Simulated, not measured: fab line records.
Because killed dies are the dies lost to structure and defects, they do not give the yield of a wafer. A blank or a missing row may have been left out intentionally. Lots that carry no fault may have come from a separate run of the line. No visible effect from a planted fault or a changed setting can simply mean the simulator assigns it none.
Which tool was responsible? -- flow sky130 -- 24 lots with 72 wafers sampled at 3 steps, on a route of 708 steps

WHAT EACH GAUGE READ, for each wafer
SKY_POLY_CUT_OVL_MEAS_09. Usual: POLY_CUT_OVL typically reads -2 nm, with standard deviation 5.2.
lot,measured,on,POLY_CUT_OVL (nm),flag
L074,day 23 11:59,overlay-01,1 1 5,
L075,day 24 04:03,overlay-02,0 8 1,
L076,day 24 10:24,overlay-02,1 4 -5,
L077,day 25 00:32,overlay-01,-5 -2 -1,
L078,day 25 17:23,overlay-01,-6 -5 -5,
L079,day 26 07:42,overlay-01,-7 1 -8,
L080,day 26 17:23,overlay-02,6 4 9,
L081,day 26 20:08,overlay-01,-8 -7 -5,
L082,day 27 11:35,overlay-01,-7 -4 -10,
L083,day 27 20:47,overlay-01,-7 -5 -6,
L084,day 27 18:35,overlay-01,10 9 5,
L085,day 27 22:05,overlay-01,-4 -2 -1,
L086,day 28 09:14,overlay-02,-5 -5 4,
L087,day 28 17:31,overlay-01,-2 -6 -3,
L088,day 28 23:11,overlay-01,1 5 1,
L089,day 30 08:26,overlay-01,-2 0 -1,
L091,day 30 08:23,overlay-02,16 11 5,
L090,day 30 08:02,overlay-01,-6 1 -12,
L092,day 30 13:00,overlay-02,0 6 -3,
L093,day 30 19:17,overlay-01,-4 -5 -7,
L094,day 31 15:24,overlay-01,-3 2 -4,
L095,day 32 08:20,overlay-02,-5 -9 -9,
L096,day 32 08:02,overlay-02,0 5 3,
L097,day 32 13:44,overlay-01,5 -5 3,

SKY_METAL1_RS_MEAS_05: measures by four-point-probe. Usual: METAL1_ALCU_RS typically reads 0.1260 ohm/sq, with standard deviation 0.0014.
lot,measured,on,METAL1_ALCU_RS (ohm/sq),flag
L074,day 30 19:14,filmMetro-01,0.1240 0.1229 0.1245,
L075,day 31 08:59,filmMetro-03,0.1260 0.1266 0.1255,
L076,day 31 18:22,filmMetro-01,0.1265 0.1254 0.1265,
L077,day 32 05:45,filmMetro-01,0.1273 0.1271 0.1280,
L078,day 32 21:39,filmMetro-03,0.1244 0.1236 0.1248,
L079,day 33 10:47,filmMetro-01,0.1289 0.1282 0.1288,
L080,day 33 16:38,filmMetro-02,0.1259 0.1261 0.1258,
L081,day 33 20:43,filmMetro-03,0.1256 0.1265 0.1270,
L082,day 34 11:43,filmMetro-03,0.1258 0.1251 0.1256,
L083,day 34 19:35,filmMetro-01,0.1241 0.1245 0.1238,
L084,day 34 17:57,filmMetro-01,0.1265 0.1269 0.1247,
L085,day 34 22:16,filmMetro-03,0.1279 0.1274 0.1284,
L086,day 35 07:32,filmMetro-02,0.1264 0.1268 0.1278,
L087,day 35 16:29,filmMetro-03,0.1236 0.1268 0.1238,
L088,day 35 20:48,filmMetro-01,0.1242 0.1270 0.1269,
L089,day 37 06:55,filmMetro-03,0.1272 0.1276 0.1250,
L091,day 37 06:39,filmMetro-03,0.1260 0.1282 0.1282,
L090,day 37 06:38,filmMetro-02,0.1266 0.1261 0.1258,
L092,day 37 08:34,filmMetro-03,0.1233 0.1255 0.1264,
L093,day 37 17:44,filmMetro-02,0.1248 0.1239 0.1251,
L094,day 38 10:47,filmMetro-02,0.1282 0.1304 0.1257,
L095,day 39 04:11,filmMetro-02,0.1258 0.1259 0.1259,
L096,day 39 03:35,filmMetro-03,0.1242 0.1259 0.1239,
L097,day 39 08:29,filmMetro-01,0.1256 0.1252 0.1257,

WHICH TOOL RAN EACH LOT (tool, then ch and the chambers of the sampled wafers, then the start)
lot,SKY_VT_ADJUST_HVTR_STRIP_10
L074,"plasmaAsher-02 ch 1, day 9 00:11"
L075,"plasmaAsher-02 ch 0,1, day 9 14:15"
L076,"plasmaAsher-02 ch 0, day 9 20:37"
L077,"plasmaAsher-01 ch 0,1, day 10 03:16"
L078,"plasmaAsher-04 ch 0,1, day 10 09:26"
L079,"plasmaAsher-02 ch 0,1, day 11 00:03"
L080,"plasmaAsher-02 ch 0,1, day 11 17:49"
L081,"plasmaAsher-01 ch 0,1, day 11 18:58"
L082,"plasmaAsher-02 ch 0,1, day 12 06:52"
L083,"plasmaAsher-02 ch 0,1, day 12 10:13"
L084,"plasmaAsher-01 ch 0,1, day 12 10:42"
L085,"plasmaAsher-01 ch 0,1, day 12 17:09"
L086,"plasmaAsher-01 ch 0,1, day 13 02:28"
L087,"plasmaAsher-02 ch 0,1, day 13 09:03"
L088,"plasmaAsher-02 ch 0,1, day 13 14:37"
L089,"plasmaAsher-04 ch 1, day 13 23:37"
L091,"plasmaAsher-04 ch 0,1, day 14 11:58"
L090,"plasmaAsher-02 ch 0,1, day 14 14:40"
L092,"plasmaAsher-02 ch 0,1, day 14 23:18"
L093,"plasmaAsher-02 ch 0,1, day 15 10:19"
L094,"plasmaAsher-02 ch 0,1, day 16 08:46"
L095,"plasmaAsher-04 ch 0,1, day 17 00:46"
L096,"plasmaAsher-01 ch 0,1, day 17 02:14"
L097,"plasmaAsher-02 ch 0,1, day 17 02:19"
- SKY_VT_ADJUST_HVTR_STRIP_10: strips in O2/N2.

WHAT THE TOOLS THEMSELVES READ (means of the sampled wafers that have a number; where no wafer has one, the mark that the record gives instead)
SKY_VT_ADJUST_HVTR_STRIP_10. Usual: drypumpMotorCurrentA 5.7 A, standard deviation 0.38; oesProductAu 0.716 a.u., standard deviation 0.0045; stripTimeToEndpointS 14.19 s, standard deviation 0.038.
lot,tool,drypumpMotorCurrentA (A),oesProductAu (a.u.),stripTimeToEndpointS (s),flag
L074,plasmaAsher-02,6.1,0.715,14.16,
L075,plasmaAsher-02,6.0,0.709,14.22,
L076,plasmaAsher-02,5.8,0.719,14.20,
L077,plasmaAsher-01,5.2,0.714,14.20,
L078,plasmaAsher-04,5.8,0.718,14.12,
L079,plasmaAsher-02,6.1,0.718,14.18,
L080,plasmaAsher-02,6.0,0.716,14.17,
L081,plasmaAsher-01,5.2,0.717,14.23,
L082,plasmaAsher-02,6.0,0.717,14.21,
L083,plasmaAsher-02,6.0,0.712,14.21,
L084,plasmaAsher-01,5.1,0.718,14.23,
L085,plasmaAsher-01,5.2,0.710,14.17,
L086,plasmaAsher-01,5.2,0.709,14.15,
L087,plasmaAsher-02,5.9,0.710,14.18,
L088,plasmaAsher-02,6.0,0.714,14.23,
L089,plasmaAsher-04,5.9,0.716,14.13,
L091,plasmaAsher-04,5.8,0.718,14.22,
L090,plasmaAsher-02,6.0,0.713,14.20,
L092,plasmaAsher-02,6.0,0.720,14.16,
L093,plasmaAsher-02,6.0,0.715,14.21,
L094,plasmaAsher-02,6.1,0.718,14.22,
L095,plasmaAsher-04,5.7,0.716,14.21,
L096,plasmaAsher-01,5.1,0.719,14.17,
L097,plasmaAsher-02,5.9,0.716,14.19,

THE ANSWER, worked out from the rows above alone
Rule: a lot is off if the mean of its wafers that have a number lies more than 3 standard deviations from the usual mean. A lot without any number at a reading at which 4 lots or more have one is off too. The other lots that the step has rows for count as sound. The gauges are gone through in route order, then the tools' own readings, and for those a lot's mean is taken as printed above. The first step at which some lot is off is used, and at that step the reading that is off furthest; a lot without a number counts as furthest.
No lot is off at any reading shown: from this, nothing can be told.

WHAT THE SIMULATOR HAD PUT IN
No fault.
